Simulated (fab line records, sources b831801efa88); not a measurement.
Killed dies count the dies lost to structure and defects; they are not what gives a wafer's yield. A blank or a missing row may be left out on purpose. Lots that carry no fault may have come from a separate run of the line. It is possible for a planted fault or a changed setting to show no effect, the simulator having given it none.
Which tool was responsible? :: flow sky130 :: 11 lots, 31 wafers sampled, at 2 steps of a route of 708

== WHAT THE GAUGES SHOWED, per wafer ==
SKY_POLY_GATE_OVL_MEAS_14.
lot: L191
measured: day 17 06:10
on: overlay-01
POLY_GATE_OVL (nm): -2 -7 -2

lot: L193
measured: day 17 18:02
on: overlay-01
POLY_GATE_OVL (nm): 13 10 12

lot: L192
measured: day 17 19:14
on: overlay-01
POLY_GATE_OVL (nm): 1 4 -2

lot: L194
measured: day 18 01:08
on: overlay-01
POLY_GATE_OVL (nm): 5 -3 5

lot: L197
measured: day 19 03:41
on: overlay-01
POLY_GATE_OVL (nm): -5 -9 -9

lot: L199
measured: day 19 21:56
on: overlay-01
POLY_GATE_OVL (nm): 9 4 10

lot: L201
measured: day 20 14:37
on: overlay-01
POLY_GATE_OVL (nm): 2 -3 8

lot: L202
measured: day 20 18:40
on: overlay-01
POLY_GATE_OVL (nm): -1 5 1

lot: L209
measured: day 23 05:25
on: overlay-01
POLY_GATE_OVL (nm): -6 0 -3

lot: L210
measured: day 23 14:29
on: overlay-01
POLY_GATE_OVL (nm): 6 3

lot: L211
measured: day 24 05:55
on: overlay-02
POLY_GATE_OVL (nm): 2 9

== WHAT TOOL EACH LOT RAN ON (gives the tool, then ch and the chambers of the sampled wafers, and finally the start) ==
lot: L191
SKY_RES_PROTECT_STRIP_07: plasmaAsher-03 ch 0,1, day 16 00:13

lot: L193
SKY_RES_PROTECT_STRIP_07: plasmaAsher-03 ch 0,1, day 16 10:22

lot: L192
SKY_RES_PROTECT_STRIP_07: plasmaAsher-02 ch 0,1, day 16 11:52

lot: L194
SKY_RES_PROTECT_STRIP_07: plasmaAsher-04 ch 0,1, day 16 16:34

lot: L197
SKY_RES_PROTECT_STRIP_07: plasmaAsher-04 ch 0,1, day 17 18:58

lot: L199
SKY_RES_PROTECT_STRIP_07: plasmaAsher-04 ch 0,1, day 18 11:34

lot: L201
SKY_RES_PROTECT_STRIP_07: plasmaAsher-03 ch 0,1, day 19 05:46

lot: L202
SKY_RES_PROTECT_STRIP_07: plasmaAsher-04 ch 0,1, day 19 09:19

lot: L209
SKY_RES_PROTECT_STRIP_07: plasmaAsher-04 ch 0,1, day 21 20:41

lot: L210
SKY_RES_PROTECT_STRIP_07: plasmaAsher-02 ch 0, day 22 06:01

lot: L211
SKY_RES_PROTECT_STRIP_07: plasmaAsher-02 ch 0, day 22 18:31
- SKY_RES_PROTECT_STRIP_07: strips in O2/N2.

== THE ANSWER, worked out from the rows above alone ==
Rule: the usual values come from the lots themselves. The widest of any qualifying gaps counts: lots, ordered by their means at a reading, are off when they make up no more than a third of the lots, leave a main group of 4 or more, and stand apart from it by 3 or more times the standard deviation of that group's means. The tables above print the reading to a certain number of digits; a main group whose means all agree to those digits is not used. Also off: a lot with no number at a reading for which 4 or more lots have one. The other lots that the step has rows for count as sound.
No lot is off at any reading shown: from this, nothing can be told.

== WHAT THE SIMULATOR PUT IN ==
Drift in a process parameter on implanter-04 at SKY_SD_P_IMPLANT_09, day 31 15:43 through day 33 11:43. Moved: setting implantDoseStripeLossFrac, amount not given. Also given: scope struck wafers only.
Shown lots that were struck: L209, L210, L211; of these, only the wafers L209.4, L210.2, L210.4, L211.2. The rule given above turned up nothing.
